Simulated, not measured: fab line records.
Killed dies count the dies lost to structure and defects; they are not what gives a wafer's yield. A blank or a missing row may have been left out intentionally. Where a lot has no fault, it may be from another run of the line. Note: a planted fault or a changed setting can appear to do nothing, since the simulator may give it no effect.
Matching of chambers + flow sky130 + cmp-02 running SKY_CONTACT_CMP_04: 4 sister chambers
The step polishes SiO2. 8 wafers are shown with their chamber, then 7 later ones without.

## WAFERS PAIRED WITH THEIR CHAMBERS
| wafer  | chamber | motor-current-A (A) | time-to-endpoint-s (s) |
|--------|---------|---------------------|------------------------|
| L671.3 | 1       | 13.7                | 82                     |
| L672.1 | 2       | 12.8                | 91                     |
| L672.6 | 0       | 11.3                | 89                     |
| L681.1 | 3       | 11.3                | 79                     |
| L681.3 | 1       | 13.9                | 79                     |
| L681.4 | 2       | 13.1                | 80                     |
| L682.2 | 0       | 11.9                | 82                     |
| L682.4 | 3       | 11.9                | 79                     |

## WAFERS WITH NO CHAMBER GIVEN
| wafer  | motor-current-A (A) | time-to-endpoint-s (s) |
|--------|---------------------|------------------------|
| L682.5 | 11.2                | 85                     |
| L683.2 | 13.9                | 79                     |
| L683.5 | 11.8                | 81                     |
| L683.6 | 12.8                | 87                     |
| L685.1 | 12.6                | 82                     |
| L685.2 | 13.6                | 81                     |
| L685.5 | 13.1                | 80                     |

## CHAMBER TAKEN BY EACH
| wafer  | from the rows above          | in truth |
|--------|------------------------------|----------|
| L682.5 | can't be placed: 0 or 3      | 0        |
| L683.2 | 1                            | 1        |
| L683.5 | can't be placed: 3 or 0      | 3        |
| L683.6 | 2                            | 2        |
| L685.1 | can't be placed: 2 or 3 or 0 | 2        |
| L685.2 | can't be placed: 1 or 2      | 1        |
| L685.5 | can't be placed: 2 or 1      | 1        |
Correct placement for 2 of the 7. These rows do not allow placing 5 (true chamber among the candidates in 5). Placed wrongly: 0.
How it was worked out, from the rows above alone: a wafer's distance from a chamber is the root of the sum, over the readings, of the square of ((its reading less the chamber's mean) divided by the reading's scatter). If the next closest chamber is less than 2 further off than the closest, the wafer can't be placed; otherwise it belongs to the closest. A chamber's mean is the mean of its shown wafers. How the scatter is found: for the shown wafers, subtract from each reading the mean of its chamber, square and add these, divide the total by (wafers less chambers), then take the root.
